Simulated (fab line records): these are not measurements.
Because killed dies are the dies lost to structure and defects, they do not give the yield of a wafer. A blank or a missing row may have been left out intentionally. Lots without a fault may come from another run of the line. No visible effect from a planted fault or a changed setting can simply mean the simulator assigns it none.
What tool caused it? || flow sky130 || Sampling: 13 lots, 39 wafers, 4 of 708 route steps

WHAT THE GAUGES READ, wafer by wafer
The record lacks any reading of a measuring or inspecting step that a usual standard deviation could be used to judge.

WHAT TOOL EACH LOT RAN ON (gives the tool, then ch and the chambers of the sampled wafers, and finally the start)
{"lot": "L403", "SKY_CONTACT_CMP_04": "cmp-01 ch 1,2,3, day 30 02:16", "SKY_CONTACT_DEVELOP_13": "lithoTrack-01 ch 0, day 31 06:00", "SKY_CONTACT_ETCH_16": "rieDiel-04 ch 0,1,3, day 31 06:56", "SKY_CONTACT_CVD_24": "cvdW-01 ch 0,1, day 31 08:04"}
{"lot": "L404", "SKY_CONTACT_CMP_04": "cmp-01 ch 0,3, day 30 21:13", "SKY_CONTACT_DEVELOP_13": "lithoTrack-01 ch 0, day 32 01:00", "SKY_CONTACT_ETCH_16": "rieDiel-03 ch 0,3, day 32 01:14", "SKY_CONTACT_CVD_24": "cvdW-02 ch 0,1, day 32 02:05"}
{"lot": "L405", "SKY_CONTACT_CMP_04": "cmp-01 ch 1,2,3, day 30 23:58", "SKY_CONTACT_DEVELOP_13": "lithoTrack-01 ch 0, day 32 03:00", "SKY_CONTACT_ETCH_16": "rieDiel-04 ch 0,3, day 32 04:17", "SKY_CONTACT_CVD_24": "cvdW-02 ch 0,1, day 32 05:07"}
{"lot": "L415", "SKY_CONTACT_CMP_04": "cmp-02 ch 0,1,3, day 34 10:05", "SKY_CONTACT_DEVELOP_13": "lithoTrack-01 ch 0, day 35 13:00", "SKY_CONTACT_ETCH_16": "rieDiel-04 ch 0,2, day 35 13:35", "SKY_CONTACT_CVD_24": "cvdW-02 ch 1, day 35 14:22"}
{"lot": "L414", "SKY_CONTACT_CMP_04": "cmp-01 ch 1,2,3, day 34 14:10", "SKY_CONTACT_DEVELOP_13": "lithoTrack-01 ch 0, day 35 16:00", "SKY_CONTACT_ETCH_16": "rieDiel-03 ch 1,2,3, day 35 16:58", "SKY_CONTACT_CVD_24": "cvdW-01 ch 0,1, day 35 17:44"}
{"lot": "L416", "SKY_CONTACT_CMP_04": "cmp-02 ch 1,2,3, day 34 22:57", "SKY_CONTACT_DEVELOP_13": "lithoTrack-02 ch 0, day 36 01:00", "SKY_CONTACT_ETCH_16": "rieDiel-01 ch 0,2,3, day 36 01:19", "SKY_CONTACT_CVD_24": "cvdW-02 ch 0,1, day 36 02:06"}
{"lot": "L417", "SKY_CONTACT_CMP_04": "cmp-02 ch 0,3, day 34 23:35", "SKY_CONTACT_DEVELOP_13": "lithoTrack-04 ch 0, day 36 01:00", "SKY_CONTACT_ETCH_16": "rieDiel-03 ch 0,2,3, day 36 02:13", "SKY_CONTACT_CVD_24": "cvdW-01 ch 1, day 36 03:01"}
{"lot": "L418", "SKY_CONTACT_CMP_04": "cmp-02 ch 1,2, day 35 19:21", "SKY_CONTACT_DEVELOP_13": "lithoTrack-02 ch 0, day 36 21:00", "SKY_CONTACT_ETCH_16": "rieDiel-01 ch 0,1,2, day 36 21:31", "SKY_CONTACT_CVD_24": "cvdW-01 ch 0,1, day 36 22:18"}
{"lot": "L419", "SKY_CONTACT_CMP_04": "cmp-02 ch 1,2,3, day 36 02:51", "SKY_CONTACT_DEVELOP_13": "lithoTrack-04 ch 0, day 37 04:00", "SKY_CONTACT_ETCH_16": "rieDiel-01 ch 0,1,3, day 37 05:04", "SKY_CONTACT_CVD_24": "cvdW-01 ch 0,1, day 37 05:52"}
{"lot": "L420", "SKY_CONTACT_CMP_04": "cmp-02 ch 0,1,3, day 36 08:18", "SKY_CONTACT_DEVELOP_13": "lithoTrack-04 ch 0, day 37 10:00", "SKY_CONTACT_ETCH_16": "rieDiel-04 ch 1,2, day 37 10:19", "SKY_CONTACT_CVD_24": "cvdW-01 ch 0,1, day 37 11:07"}
{"lot": "L422", "SKY_CONTACT_CMP_04": "cmp-01 ch 0,2, day 36 14:34", "SKY_CONTACT_DEVELOP_13": "lithoTrack-04 ch 0, day 37 16:00", "SKY_CONTACT_ETCH_16": "rieDiel-03 ch 0,1, day 37 16:37", "SKY_CONTACT_CVD_24": "cvdW-01 ch 0,1, day 37 17:26"}
{"lot": "L426", "SKY_CONTACT_CMP_04": "cmp-01 ch 0,3, day 38 08:05", "SKY_CONTACT_DEVELOP_13": "lithoTrack-02 ch 0, day 39 09:00", "SKY_CONTACT_ETCH_16": "rieDiel-01 ch 1,2,3, day 39 09:52", "SKY_CONTACT_CVD_24": "cvdW-01 ch 0,1, day 39 10:43"}
{"lot": "L425", "SKY_CONTACT_CMP_04": "cmp-01 ch 1,2,3, day 39 12:13", "SKY_CONTACT_DEVELOP_13": "lithoTrack-04 ch 0, day 40 13:00", "SKY_CONTACT_ETCH_16": "rieDiel-01 ch 0,1, day 40 13:37", "SKY_CONTACT_CVD_24": "cvdW-02 ch 0,1, day 40 14:25"}
- SKY_CONTACT_CMP_04: polishes SiO2.
- SKY_CONTACT_DEVELOP_13: develop time 60 s.
- SKY_CONTACT_ETCH_16: etches BARC in N2/H2, stops on SiO2, time 45.9 s, target depth 60 nm.
- SKY_CONTACT_CVD_24: deposits W, target thk 340 nm, time 102.12 s.

AS READ BY THE TOOLS THEMSELVES (means over the sampled wafers that have a number; for cases with no such wafer, the mark the record gives instead)
SKY_CONTACT_CMP_04. Usual: motorCurrentA 13.0 A, standard deviation 1.1; timeToEndpointS 82 s, standard deviation 3.7.
{"lot": "L403", "tool": "cmp-01", "motorCurrentA (A)": 12.9, "timeToEndpointS (s)": 80, "flag": ""}
{"lot": "L404", "tool": "cmp-01", "motorCurrentA (A)": 14.7, "timeToEndpointS (s)": 82, "flag": ""}
{"lot": "L405", "tool": "cmp-01", "motorCurrentA (A)": 13.3, "timeToEndpointS (s)": 82, "flag": ""}
{"lot": "L415", "tool": "cmp-02", "motorCurrentA (A)": 12.4, "timeToEndpointS (s)": 85, "flag": ""}
{"lot": "L414", "tool": "cmp-01", "motorCurrentA (A)": 12.8, "timeToEndpointS (s)": 80, "flag": ""}
{"lot": "L416", "tool": "cmp-02", "motorCurrentA (A)": 12.4, "timeToEndpointS (s)": 81, "flag": ""}
{"lot": "L417", "tool": "cmp-02", "motorCurrentA (A)": 13.4, "timeToEndpointS (s)": 80, "flag": ""}
{"lot": "L418", "tool": "cmp-02", "motorCurrentA (A)": 11.6, "timeToEndpointS (s)": 81, "flag": ""}
{"lot": "L419", "tool": "cmp-02", "motorCurrentA (A)": 12.1, "timeToEndpointS (s)": 86, "flag": ""}
{"lot": "L420", "tool": "cmp-02", "motorCurrentA (A)": 12.5, "timeToEndpointS (s)": 80, "flag": ""}
{"lot": "L422", "tool": "cmp-01", "motorCurrentA (A)": 13.7, "timeToEndpointS (s)": 79, "flag": ""}
{"lot": "L426", "tool": "cmp-01", "motorCurrentA (A)": 14.0, "timeToEndpointS (s)": 88, "flag": ""}
{"lot": "L425", "tool": "cmp-01", "motorCurrentA (A)": 13.0, "timeToEndpointS (s)": 83, "flag": ""}

SKY_CONTACT_DEVELOP_13. Usual: developerTempC 20.97 C, standard deviation 0.11; exhaustPa 45.0 Pa, standard deviation 0.94.
{"lot": "L403", "tool": "lithoTrack-01", "developerTempC (C)": 20.90, "exhaustPa (Pa)": 45.1, "flag": ""}
{"lot": "L404", "tool": "lithoTrack-01", "developerTempC (C)": 20.99, "exhaustPa (Pa)": 44.6, "flag": ""}
{"lot": "L405", "tool": "lithoTrack-01", "developerTempC (C)": 21.12, "exhaustPa (Pa)": 44.5, "flag": ""}
{"lot": "L415", "tool": "lithoTrack-01", "developerTempC (C)": 20.17, "exhaustPa (Pa)": 45.1, "flag": "OFF"}
{"lot": "L414", "tool": "lithoTrack-01", "developerTempC (C)": 20.05, "exhaustPa (Pa)": 46.5, "flag": "OFF"}
{"lot": "L416", "tool": "lithoTrack-02", "developerTempC (C)": 20.96, "exhaustPa (Pa)": 44.6, "flag": ""}
{"lot": "L417", "tool": "lithoTrack-04", "developerTempC (C)": 20.93, "exhaustPa (Pa)": 45.7, "flag": ""}
{"lot": "L418", "tool": "lithoTrack-02", "developerTempC (C)": 21.08, "exhaustPa (Pa)": 44.8, "flag": ""}
{"lot": "L419", "tool": "lithoTrack-04", "developerTempC (C)": 20.96, "exhaustPa (Pa)": 44.7, "flag": ""}
{"lot": "L420", "tool": "lithoTrack-04", "developerTempC (C)": 21.00, "exhaustPa (Pa)": 44.8, "flag": ""}
{"lot": "L422", "tool": "lithoTrack-04", "developerTempC (C)": 21.01, "exhaustPa (Pa)": 45.0, "flag": ""}
{"lot": "L426", "tool": "lithoTrack-02", "developerTempC (C)": 21.05, "exhaustPa (Pa)": 45.3, "flag": ""}
{"lot": "L425", "tool": "lithoTrack-04", "developerTempC (C)": 21.04, "exhaustPa (Pa)": 45.5, "flag": ""}

SKY_CONTACT_ETCH_16. Usual: biasW 99.96 W, standard deviation 0.3; drypumpMotorCurrentA 5.6 A, standard deviation 0.49; oesProductAu 0.854 a.u., standard deviation 0.0042; throttleValvePct 13.225 %, standard deviation 0.01.
{"lot": "L403", "tool": "rieDiel-04", "biasW (W)": 99.73, "drypumpMotorCurrentA (A)": 5.4, "oesProductAu (a.u.)": 0.853, "throttleValvePct (%)": 13.221, "flag": ""}
{"lot": "L404", "tool": "rieDiel-03", "biasW (W)": 100.33, "drypumpMotorCurrentA (A)": 5.5, "oesProductAu (a.u.)": 0.856, "throttleValvePct (%)": 13.213, "flag": ""}
{"lot": "L405", "tool": "rieDiel-04", "biasW (W)": 99.49, "drypumpMotorCurrentA (A)": 5.4, "oesProductAu (a.u.)": 0.851, "throttleValvePct (%)": 13.225, "flag": ""}
{"lot": "L415", "tool": "rieDiel-04", "biasW (W)": 100.27, "drypumpMotorCurrentA (A)": 5.6, "oesProductAu (a.u.)": 0.848, "throttleValvePct (%)": 13.216, "flag": ""}
{"lot": "L414", "tool": "rieDiel-03", "biasW (W)": 100.16, "drypumpMotorCurrentA (A)": 5.3, "oesProductAu (a.u.)": 0.861, "throttleValvePct (%)": 13.223, "flag": ""}
{"lot": "L416", "tool": "rieDiel-01", "biasW (W)": 100.16, "drypumpMotorCurrentA (A)": 6.0, "oesProductAu (a.u.)": 0.851, "throttleValvePct (%)": 13.216, "flag": ""}
{"lot": "L417", "tool": "rieDiel-03", "biasW (W)": 100.20, "drypumpMotorCurrentA (A)": 5.4, "oesProductAu (a.u.)": 0.856, "throttleValvePct (%)": 13.225, "flag": ""}
{"lot": "L418", "tool": "rieDiel-01", "biasW (W)": 100.04, "drypumpMotorCurrentA (A)": 6.1, "oesProductAu (a.u.)": 0.857, "throttleValvePct (%)": 13.223, "flag": ""}
{"lot": "L419", "tool": "rieDiel-01", "biasW (W)": 100.39, "drypumpMotorCurrentA (A)": 5.9, "oesProductAu (a.u.)": 0.855, "throttleValvePct (%)": 13.222, "flag": ""}
{"lot": "L420", "tool": "rieDiel-04", "biasW (W)": 99.90, "drypumpMotorCurrentA (A)": 5.7, "oesProductAu (a.u.)": 0.856, "throttleValvePct (%)": 13.218, "flag": ""}
{"lot": "L422", "tool": "rieDiel-03", "biasW (W)": 99.63, "drypumpMotorCurrentA (A)": 5.4, "oesProductAu (a.u.)": 0.853, "throttleValvePct (%)": 13.227, "flag": ""}
{"lot": "L426", "tool": "rieDiel-01", "biasW (W)": 99.87, "drypumpMotorCurrentA (A)": 6.3, "oesProductAu (a.u.)": 0.852, "throttleValvePct (%)": 13.230, "flag": ""}
{"lot": "L425", "tool": "rieDiel-01", "biasW (W)": 99.78, "drypumpMotorCurrentA (A)": 5.8, "oesProductAu (a.u.)": 0.854, "throttleValvePct (%)": 13.226, "flag": ""}

SKY_CONTACT_CVD_24. Usual: heaterPowerW reads 866 W (standard deviation 87).
{"lot": "L403", "tool": "cvdW-01", "heaterPowerW (W)": 775, "flag": ""}
{"lot": "L404", "tool": "cvdW-02", "heaterPowerW (W)": 937, "flag": ""}
{"lot": "L405", "tool": "cvdW-02", "heaterPowerW (W)": 929, "flag": ""}
{"lot": "L415", "tool": "cvdW-02", "heaterPowerW (W)": 952, "flag": ""}
{"lot": "L414", "tool": "cvdW-01", "heaterPowerW (W)": 822, "flag": ""}
{"lot": "L416", "tool": "cvdW-02", "heaterPowerW (W)": 964, "flag": ""}
{"lot": "L417", "tool": "cvdW-01", "heaterPowerW (W)": 884, "flag": ""}
{"lot": "L418", "tool": "cvdW-01", "heaterPowerW (W)": 839, "flag": ""}
{"lot": "L419", "tool": "cvdW-01", "heaterPowerW (W)": 830, "flag": ""}
{"lot": "L420", "tool": "cvdW-01", "heaterPowerW (W)": 788, "flag": ""}
{"lot": "L422", "tool": "cvdW-01", "heaterPowerW (W)": 834, "flag": ""}
{"lot": "L426", "tool": "cvdW-01", "heaterPowerW (W)": 787, "flag": ""}
{"lot": "L425", "tool": "cvdW-02", "heaterPowerW (W)": 871, "flag": ""}

THE ANSWER, worked out from the rows above alone
Rule: a lot is off if the mean of its wafers that have a number lies more than 3 standard deviations from the usual mean. Also off: a lot with no number at a reading for which 4 or more lots have one. Any other lot the step has rows for is counted as sound. The gauges are gone through in route order, then the tools' own readings, and for those a lot's mean is taken as printed above. The first step at which some lot is off is used, and at that step the reading that is off furthest; a lot without a number counts as furthest.
Off, at SKY_CONTACT_DEVELOP_13 on developerTempC: L415, L414.
A tool fits if, at that step or a process step before it, it ran every lot that is off, and no sound lot after the first of them. One candidate fits, namely lithoTrack-01 at SKY_CONTACT_DEVELOP_13. A fault onset in the window from L405 (day 32 03:00, its last sound lot) to L415 (day 35 13:00, its first lot off) fits.
The tool's own readings at SKY_CONTACT_DEVELOP_13 bear it out: on the lots that are off they differ by more than 5 times the standard deviation of the sound lots' means. developerTempC reads 20.11 C there against 21.00 C on the sound lots.

WHAT HAD BEEN PUT IN BY THE SIMULATOR
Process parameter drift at SKY_CONTACT_DEVELOP_13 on lithoTrack-01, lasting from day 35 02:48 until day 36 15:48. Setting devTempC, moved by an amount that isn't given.
Struck lots among those shown: L415, L414. This agrees with what the rule above found.
